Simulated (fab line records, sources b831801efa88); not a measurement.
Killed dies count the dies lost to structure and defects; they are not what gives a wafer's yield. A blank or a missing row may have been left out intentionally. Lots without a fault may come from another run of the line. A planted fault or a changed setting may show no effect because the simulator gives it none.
Split-lot experiment ; flow sky130 ; 5 lots, 23 wafers read, on a route of 708 steps

SPLIT DETAILS
At SKY_VIA1_SPUTTER_20 (material TiN, target thk 20 nm, time 80 s), the setting time-s was moved away from the recipe's 80 s on 7 of the 23 wafers read, by -14.5% to +7.3%. The other wafers ran this setting at the recipe's value.

The reading comes from the split's own step.

THE READING
TiN_of_VIA1_SPUTTER_20.thk-nm (the simulator's own value, which no gauge read), in nm, at SKY_VIA1_SPUTTER_20 (material TiN, target thk 20 nm, time 80 s). No usual value for it is given in the file. The 16 wafers here that ran the recipe average 20.09 nm, standard deviation 0.34 nm.

wafer;tool, chamber at the split;time-s as run, s;against the recipe;TiN_of_VIA1_SPUTTER_20.thk-nm, nm;against lot-mates on the recipe
L078.2;pvd-sputter-01, -;80;recipe;20.38;-
L078.6;pvd-sputter-01, -;80;recipe;20.38;-
L078.3;pvd-sputter-01, -;80;recipe;20.42;-
L079.1;pvd-sputter-01, -;80;recipe;20.45;-
L079.2;pvd-sputter-01, -;68.44;-14.5%;17.34;-3.03
L079.4;pvd-sputter-01, -;68.44;-14.5%;17.62;-2.75
L079.5;pvd-sputter-01, -;68.44;-14.5%;17.28;-3.09
L079.6;pvd-sputter-01, -;80;recipe;20.29;-
L080.1;pvd-sputter-02, -;80;recipe;19.76;-
L080.2;pvd-sputter-02, -;85.85;+7.3%;21.35;+1.88
L080.4;pvd-sputter-02, -;80;recipe;19.35;-
L080.5;pvd-sputter-02, -;80;recipe;19.3;-
L080.6;pvd-sputter-02, -;85.85;+7.3%;21.23;+1.76
L081.1;pvd-sputter-01, -;80;recipe;20.11;-
L081.2;pvd-sputter-01, -;80;recipe;20.38;-
L081.3;pvd-sputter-01, -;75.66;-5.4%;19.16;-1.07
L081.4;pvd-sputter-01, -;75.66;-5.4%;19.05;-1.18
L081.5;pvd-sputter-01, -;80;recipe;20.2;-
L085.1;pvd-sputter-01, -;80;recipe;20.22;-
L085.2;pvd-sputter-01, -;80;recipe;19.99;-
L085.3;pvd-sputter-01, -;80;recipe;20.11;-
L085.5;pvd-sputter-01, -;80;recipe;20.11;-
L085.4;pvd-sputter-01, -;80;recipe;20.01;-

FIT RESULTS
A straight line over all 23 wafers: TiN_of_VIA1_SPUTTER_20.thk-nm changes by +0.181 nm for each +1% of time-s; r = +0.96; the points scatter about the line by 0.31 nm.
The same after taking each lot's own level away (the mean of its wafers on the recipe; 23 wafers): +0.213 nm for each +1%; r = +0.99; scatter 0.14 nm.
According to that fit, moving time-s by its largest amount changes the reading by 3.1 nm.
Measured against the standard deviation above, the lots' own levels, which go from 19.470 to 20.393 nm, span 2.7 times it.
Hence the slope depends on the lot-to-lot level, as the two fits are not the same.
Check: for one of the wafers moved furthest among these (-14.5%), held out of the fit, the line's prediction against its lot-mates is -3.04 nm. Against them it came out at -3.03 nm.

OTHER SPLITS ON THESE WAFERS
Other splits were also applied to these wafers ahead of the reading. Each is held against what the fit with the lots' levels taken away leaves over:
other split on the same wafers;wafers away from the commonest value;r with TiN_of_VIA1_SPUTTER_20.thk-nm (lot level and that fit taken away)
SKY_LI_CONTACT_ETCH_15 bias-w;5;+0.22
SKY_LI_CONTACT_SPUTTER_19 chamber-pressure-pa;15;+0.30
SKY_LOCAL_INTERCONNECT_COAT_05 resist-thk-nm;8;+0.22
SKY_LOCAL_INTERCONNECT_ETCH_13 ion-energy-ev;4;-0.15
SKY_CONTACT_ETCH_16 time-s;11;-0.29
SKY_CONTACT_CMP_27 t-overpolish-s;8;-0.04
SKY_VIA1_CMP_02 leave-above-ref-nm;9;+0.07

THE FILE'S OWN FIT
TiN_of_VIA1_SPUTTER_20.thk-nm changes by +0.213 nm for each +1% of time-s, r = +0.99.
